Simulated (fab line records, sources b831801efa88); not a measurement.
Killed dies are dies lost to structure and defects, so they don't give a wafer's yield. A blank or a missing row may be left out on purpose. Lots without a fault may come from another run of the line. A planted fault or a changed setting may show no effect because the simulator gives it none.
One fault seen from 2 desks | flow sfq_line | each desk has only its own numbers; what lay behind them comes last

THE TOOL OWNER'S DESK: pvd_sputter-05
The tool's own readings at SFQ_TRILAYER_M3_DEP_SPUTTER_073 (material Nb, target thk 200 nm, time 133.3 s): means of the sampled wafers that have a number, for each lot that ran on this tool. A lot is out of limits, marked OUT, if its mean lies more than 4 standard deviations from the usual mean; the brackets give that distance.
Columns: A = cathode_dc_power_W at SFQ_TRILAYER_M3_DEP_SPUTTER_073, usual 2000.0 W; B = throttle_valve_pct at SFQ_TRILAYER_M3_DEP_SPUTTER_073, usual 30.0 %
lot  | first seen here | A                        | B
L520 | day 44 07:04    | 2000.1                   | 29.8
L522 | day 45 15:53    | 1875.9 (-99 or more) OUT | 29.2
L523 | day 45 21:52    | 1875.8 (-99 or more) OUT | 29.8
L524 | day 46 05:05    | 1875.6 (-99 or more) OUT | 30.6
L534 | day 51 01:12    | 2000.0                   | 29.5
L536 | day 51 11:49    | 1999.9                   | 30.1
L538 | day 52 05:49    | 2000.0                   | 29.0
This desk's finding: out of limits on L522, L523, L524; first on L522, day 45 15:53 (cathode_dc_power_W at SFQ_TRILAYER_M3_DEP_SPUTTER_073). In limits: L520, L534, L536, L538.

THE METROLOGY DESK
What the gauges read, lot by lot, whatever tool the lot ran on: means of the sampled wafers that have a number. A lot is out of limits, marked OUT, if its mean lies more than 4 standard deviations from the usual mean; the brackets give that distance.
Columns: A = M3_NB_RS at SFQ_M3_RS_MEAS_919, usual 0.889 ohm/sq; B = R5_MONX_THK at SFQ_R5_THK_MEAS_934, usual 39.6 nm
lot  | first seen here | A                | B
L520 | day 44 07:09    | 0.882            | 40.3
L522 | day 45 15:59    | 0.949 (+6.0) OUT | 39.2
L523 | day 45 21:58    | 0.939 (+5.0) OUT | 39.9
L524 | day 46 05:11    | 0.949 (+6.0) OUT | 40.0
L532 | day 50 13:07    | 0.892            | 39.5
L533 | day 50 17:55    | 0.874            | 40.0
L534 | day 51 01:18    | 0.898            | 39.1
L535 | day 51 04:44    | 0.870            | 39.8
L536 | day 51 11:55    | 0.885            | 39.3
L537 | day 51 13:19    | 0.904            | 38.5
L538 | day 52 05:57    | 0.896            | 40.0
L539 | day 52 08:21    | 0.876            | 40.2
L541 | day 52 21:40    | 0.896            | 40.1
L542 | day 53 18:02    | 0.899            | 39.0
L543 | day 54 03:38    | 0.878            | 39.7
This desk's finding: out of limits on L522, L523, L524; first on L522, day 45 15:59 (M3_NB_RS at SFQ_M3_RS_MEAS_919). In limits: L520, L532, L533, L534, L535, L536, L537, L538, L539, L541, L542, L543.

PUT TOGETHER
The tool owner's desk could have raised an alarm at day 45 15:53, on L522, L523, L524.
The metrology desk could have raised an alarm at day 45 15:59, on L522, L523, L524.
Of the lots named, all ran SFQ_TRILAYER_M3_DEP_SPUTTER_073 on pvd_sputter-05.

WHAT THE SIMULATOR HAD PUT IN
Process parameter drift: pvd_sputter-05, from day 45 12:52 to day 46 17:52, at SFQ_TRILAYER_M3_DEP_SPUTTER_073. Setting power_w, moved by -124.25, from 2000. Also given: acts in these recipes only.
Lots struck among those shown: L522, L523, L524.
Hours from the fault's start to each desk's first reading out of limits: the tool owner's desk, 3; the metrology desk, 3.
